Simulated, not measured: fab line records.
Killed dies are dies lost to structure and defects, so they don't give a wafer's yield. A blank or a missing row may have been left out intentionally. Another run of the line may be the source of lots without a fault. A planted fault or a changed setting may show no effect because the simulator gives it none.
Split-lot study :: flow sky130 :: 5 lots, 23 wafers read, on a route of 708 steps

== ON THE SPLIT ==
At SKY_METAL2_METAL_ETCH_19 (etches the open film in Cl2/BCl3, stops on SiO2, target depth 360 nm, time 78 s), the setting overEtchFrac was moved away from the recipe's 0.3 on 7 of the 23 wafers read, by -29.9% to -23.1%. For the rest of the wafers, this setting stayed at what the recipe calls for.

Reading taken at the split's own step.

== THE READING ==
oesProductAu, in a.u., at SKY_METAL2_METAL_ETCH_19 (etches the open film in Cl2/BCl3, stops on SiO2, target depth 360 nm, time 78 s). A value of 0.855 a.u. with a standard deviation of 0.006 a.u. is what fault-free wafers of this fab line usually give.

wafer: L074.1
tool, chamber at the split: rieMetal-04, 0
overEtchFrac as run: 0.3
against the recipe: recipe
oesProductAu, a.u.: 0.858
against lot-mates on the recipe: -

wafer: L074.2
tool, chamber at the split: rieMetal-04, 1
overEtchFrac as run: 0.3
against the recipe: recipe
oesProductAu, a.u.: 0.856
against lot-mates on the recipe: -

wafer: L074.3
tool, chamber at the split: rieMetal-04, 0
overEtchFrac as run: 0.2306
against the recipe: -23.1%
oesProductAu, a.u.: 0.887
against lot-mates on the recipe: +0.030

wafer: L074.4
tool, chamber at the split: rieMetal-04, 1
overEtchFrac as run: 0.2306
against the recipe: -23.1%
oesProductAu, a.u.: 0.885
against lot-mates on the recipe: +0.028

wafer: L074.6
tool, chamber at the split: rieMetal-04, 1
overEtchFrac as run: 0.2306
against the recipe: -23.1%
oesProductAu, a.u.: 0.893
against lot-mates on the recipe: +0.036

wafer: L076.2
tool, chamber at the split: rieMetal-03, 0
overEtchFrac as run: 0.2104
against the recipe: -29.9%
oesProductAu, a.u.: 0.889
against lot-mates on the recipe: +0.042

wafer: L076.3
tool, chamber at the split: rieMetal-03, 0
overEtchFrac as run: 0.3
against the recipe: recipe
oesProductAu, a.u.: 0.851
against lot-mates on the recipe: -

wafer: L076.4
tool, chamber at the split: rieMetal-03, 0
overEtchFrac as run: 0.3
against the recipe: recipe
oesProductAu, a.u.: 0.853
against lot-mates on the recipe: -

wafer: L076.5
tool, chamber at the split: rieMetal-03, 0
overEtchFrac as run: 0.2104
against the recipe: -29.9%
oesProductAu, a.u.: 0.887
against lot-mates on the recipe: +0.040

wafer: L076.6
tool, chamber at the split: rieMetal-03, 0
overEtchFrac as run: 0.3
against the recipe: recipe
oesProductAu, a.u.: 0.838
against lot-mates on the recipe: -

wafer: L078.1
tool, chamber at the split: rieMetal-01, 0
overEtchFrac as run: 0.3
against the recipe: recipe
oesProductAu, a.u.: 0.853
against lot-mates on the recipe: -

wafer: L078.2
tool, chamber at the split: rieMetal-01, 1
overEtchFrac as run: 0.2259
against the recipe: -24.7%
oesProductAu, a.u.: 0.887
against lot-mates on the recipe: +0.028

wafer: L078.3
tool, chamber at the split: rieMetal-01, 0
overEtchFrac as run: 0.3
against the recipe: recipe
oesProductAu, a.u.: 0.856
against lot-mates on the recipe: -

wafer: L078.4
tool, chamber at the split: rieMetal-01, 1
overEtchFrac as run: 0.3
against the recipe: recipe
oesProductAu, a.u.: 0.868
against lot-mates on the recipe: -

wafer: L078.6
tool, chamber at the split: rieMetal-01, 0
overEtchFrac as run: 0.2259
against the recipe: -24.7%
oesProductAu, a.u.: 0.903
against lot-mates on the recipe: +0.044

wafer: L080.2
tool, chamber at the split: rieMetal-04, 0
overEtchFrac as run: 0.3
against the recipe: recipe
oesProductAu, a.u.: 0.852
against lot-mates on the recipe: -

wafer: L080.4
tool, chamber at the split: rieMetal-04, 0
overEtchFrac as run: 0.3
against the recipe: recipe
oesProductAu, a.u.: 0.861
against lot-mates on the recipe: -

wafer: L080.6
tool, chamber at the split: rieMetal-04, 0
overEtchFrac as run: 0.3
against the recipe: recipe
oesProductAu, a.u.: 0.860
against lot-mates on the recipe: -

wafer: L084.1
tool, chamber at the split: rieMetal-03, 0
overEtchFrac as run: 0.3
against the recipe: recipe
oesProductAu, a.u.: 0.850
against lot-mates on the recipe: -

wafer: L084.2
tool, chamber at the split: rieMetal-03, 1
overEtchFrac as run: 0.3
against the recipe: recipe
oesProductAu, a.u.: 0.858
against lot-mates on the recipe: -

wafer: L084.3
tool, chamber at the split: rieMetal-03, 1
overEtchFrac as run: 0.3
against the recipe: recipe
oesProductAu, a.u.: 0.857
against lot-mates on the recipe: -

wafer: L084.4
tool, chamber at the split: rieMetal-03, 0
overEtchFrac as run: 0.3
against the recipe: recipe
oesProductAu, a.u.: 0.858
against lot-mates on the recipe: -

wafer: L084.6
tool, chamber at the split: rieMetal-03, 1
overEtchFrac as run: 0.3
against the recipe: recipe
oesProductAu, a.u.: 0.845
against lot-mates on the recipe: -

THE FIT
A straight line over all 23 wafers: oesProductAu changes by -0.00136 a.u. for each +1% of overEtchFrac; r = -0.92; the points scatter about the line by 0.0072 a.u.
The same after taking each lot's own level away (the mean of its wafers on the recipe; 23 wafers): -0.00138 a.u. for each +1%; r = -0.95; scatter 0.0054 a.u.
On that fit, the largest move of overEtchFrac shifts the reading by 0.041 a.u.
Across the lots, their own levels run from 0.8473 to 0.8590 a.u., a range of 1.9 times the standard deviation given above.
The two slopes agree, so the slope changes little with the lot-to-lot level.
Check: for one of the wafers moved furthest among these (-29.9%), held out of the fit, the line's prediction against its lot-mates is +0.0413 a.u. Against them it came out at +0.0417 a.u.
Tool readings at the split's step, against how far the setting was moved: oesProductAu r = -0.92.

== THESE WAFERS: OTHER SPLITS ==
Other splits were also applied to these wafers ahead of the reading. Each is held against what the fit with the lots' levels taken away leaves over:
other split on the same wafers: SKY_METAL1_SPUTTER_02 timeS
wafers away from the commonest value: 8
r with oesProductAu (lot level and that fit taken away): +0.09

other split on the same wafers: SKY_METAL1_DEVELOP_14 devTempC
wafers away from the commonest value: 9
r with oesProductAu (lot level and that fit taken away): -0.12

other split on the same wafers: SKY_VIA1_COAT_07 spinRpm
wafers away from the commonest value: 7
r with oesProductAu (lot level and that fit taken away): +0.18

other split on the same wafers: SKY_VIA1_ETCH_15 biasW
wafers away from the commonest value: 10
r with oesProductAu (lot level and that fit taken away): +0.22

other split on the same wafers: SKY_VIA1_CVD_21 pressureTorr
wafers away from the commonest value: 10
r with oesProductAu (lot level and that fit taken away): -0.06

other split on the same wafers: SKY_METAL2_SPUTTER_04 timeS
wafers away from the commonest value: 6
r with oesProductAu (lot level and that fit taken away): -0.32

== THE WHOLE CHAIN: every reading that the file lists as answering this split, in the file's order ==
step: SKY_METAL2_METAL_ETCH_19
what it does: etches the open film in Cl2/BCl3, stops on SiO2, target depth 360 nm, time 78 s
reading: oesProductAu
change (the file's fit): -0.0014 a.u. for each +1% of the setting
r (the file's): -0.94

step: SKY_METAL2_METAL_ETCH_19
what it does: etches the open film in Cl2/BCl3, stops on SiO2, target depth 360 nm, time 78 s
reading: KrF-thick_of_METAL2_COAT_10.thkNm (the simulator's own value, which no gauge read)
change (the file's fit): -0.572 nm for each +1% of the setting
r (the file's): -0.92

step: SKY_METAL2_STRIP_20
what it does: strips in O2/N2
reading: stripTimeToEndpointS
change (the file's fit): withheld for each +1% of the setting
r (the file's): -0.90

== FILE'S OWN FIT ==
oesProductAu changes by -0.0014 a.u. for each +1% of overEtchFrac, r = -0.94.
